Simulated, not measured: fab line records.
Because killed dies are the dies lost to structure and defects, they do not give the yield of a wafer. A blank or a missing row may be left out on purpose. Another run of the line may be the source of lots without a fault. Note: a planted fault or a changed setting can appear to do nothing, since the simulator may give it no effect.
A struck lot beside a sound one | flow sky130 | 26 out of 708 route steps
Sound: the wafers L906.2, L906.5, L906.6. Struck: wafer L910.5. (L910.2 of the same lot was not struck and is left out.) The cause comes at the end.
For every step that has rows: the tool of each side, followed by ch and its chambers, followed by its first start. Under that, the readings that differ: sound wafers | struck wafers | difference of the means | sigmas: that difference in standard deviations of wafers without a fault.
alike: words and numbers the same on both sides, and readings whose means are apart by under 2 such deviations; not compared: readings that were withheld, readings missing a value for some wafer, numbers with overlapping values and no deviation given by the record, and bounds like >300 which may hide the same value.
Wherever a step has rows on one side only, a row that says differs or no value, or a row with sigmas, the two part there. Numbers that don't overlap but have no deviation are shown without sigmas and don't part them. A reading missing from all wafers of one side parts the sides only when that side holds two or more wafers.

first, 6 steps without rows for these wafers: SKY_SD_N_IMPLANT_10; SKY_SD_N_STRIP_11 (strips in O2/N2); SKY_SD_N_CLEAN_13 (cleans in SC1/SC2, time 150 s); SKY_SD_N_RTA_14 (time 2 s); SKY_SALICIDE_CLEAN_00 (cleans in HF-last, time 30 s); SKY_LI_CONTACT_HDPCVD_00 (deposits PSG, target thk 930 nm, time 155 s).
SKY_LI_CONTACT_CMP_02: polishes PSG.
  sound on cmp-02 ch 0,3, day 29 16:56; struck on cmp-01 ch 0, day 30 20:41
  reading                                       | sound             | struck | difference | sigmas
  model.PSG_of_LI_CONTACT_HDPCVD_00.thk_nm (nm) | 600.6 599.3 600.1 | 538.7  | -61.3      |
  alike: motor_current_A, time_to_endpoint_s
then, 9 steps without rows for these wafers: SKY_LI_CONTACT_DEHYDRATE_04 (time 60 s); SKY_LI_CONTACT_HMDS_05 (prime time 60 s); SKY_LI_CONTACT_COAT_06 (resist thk 60 nm); SKY_LI_CONTACT_COAT_07 (resist thk 450 nm); SKY_LI_CONTACT_SOFTBAKE_08 (time 90 s); SKY_LI_CONTACT_EXPOSE_09 (exposes mask LICM1, target cd 170 nm); SKY_LI_CONTACT_PEB_10; SKY_LI_CONTACT_DEVELOP_11 (develop time 60 s); SKY_LI_CONTACT_ETCH_14 (etches BARC in N2/H2, stops on SiO2, time 45.9 s, target depth 60 nm).
SKY_LI_CONTACT_ETCH_15: etches PSG in C4F8/O2/Ar, stops on Si, target depth 600 nm.
  sound on rie_diel-03 ch 0,3, day 30 20:45; struck on rie_diel-02 ch 2, day 32 01:23
  reading                                | sound             | struck | difference | sigmas
  oes_product_au (a.u.)                  | 0.839 0.840 0.836 | 0.801  | -0.037     | -8
  model.etch.depth_nm (nm)               | 600.6 599.3 600.1 | 538.7  | -61.3      |
  model.LI_CONTACT.feature_depth_nm (nm) | 600.6 599.3 600.1 | 538.7  | -61.3      |
then, 6 steps without rows for these wafers: SKY_LI_CONTACT_STRIP_16 (strips in O2/N2); SKY_LI_CONTACT_CLEAN_17 (cleans in NMP, time 600 s); SKY_LI_CONTACT_PRE_CLEAN_18 (time 5.6 s); SKY_LI_CONTACT_SPUTTER_19 (material Ti, target thk 20 nm, time 106.37 s); SKY_LI_CONTACT_SPUTTER_20 (material TiN, target thk 20 nm, time 80 s); SKY_LI_CONTACT_CVD_21 (deposits W, target thk 400 nm, time 120.56 s).
SKY_LI_CONTACT_CMP_24: polishes, stops on PSG, t overpolish 20 s, target thk 0 nm.
  sound on cmp-02 ch 0,1, day 30 21:34; struck on cmp-01 ch 2, day 32 02:16
  reading                                       | sound             | struck | difference | sigmas
  model.PSG_of_LI_CONTACT_HDPCVD_00.thk_nm (nm) | 591.1 589.9 590.7 | 529.2  | -61.4      |
  alike: motor_current_A
then, 1 step without rows for these wafers: SKY_LOCAL_INTERCONNECT_SPUTTER_00 (material TiN, target thk 100 nm, time 83.3 s).
-- a jump in the record: the struck wafers' starts before and after are 16 days apart (it breaks off in module LOCAL_INTERCONNECT and resumes in module PAD_OPEN, where the first step shown is number 708 of the route) --
SKY_PAD_OPEN_PROBE_99:
  sound on prober-01 at day 47 00:46; struck on prober-01 at day 47 22:14
  reading                             | sound             | struck | difference | sigmas
  model.etest.cap_li_to_poly.c_af_um2 | 98.21 98.07 97.95 | 122.5  | +24.4      |
  model.etest.licon_ndiff.rc_ohm      | 188.6 189.3 192.9 | 170.3  | -20.0      |
  model.etest.licon_poly.rc_ohm       | 155.6 158.8 158.3 | 149.2  | -8.4       |
  model.etest.cap_li_to_well.c_af_um2 | 36.76 38.04 37.88 | 39.16  | +1.60      |
  alike: killed_at_M0_to_M3, killed_at_M4_up, killed_at_contacts, killed_at_front_end, killed_at_other, killed_dies, killed_open, killed_short
  not compared: model.etest.licon_pdiff.rc_ohm

WHERE THEY PART
Within this record, at SKY_LI_CONTACT_ETCH_15 only. Later steps at which nothing parts them and some readings are alike: SKY_LI_CONTACT_CMP_24, SKY_PAD_OPEN_PROBE_99.

WHY: what had been put in by the simulator
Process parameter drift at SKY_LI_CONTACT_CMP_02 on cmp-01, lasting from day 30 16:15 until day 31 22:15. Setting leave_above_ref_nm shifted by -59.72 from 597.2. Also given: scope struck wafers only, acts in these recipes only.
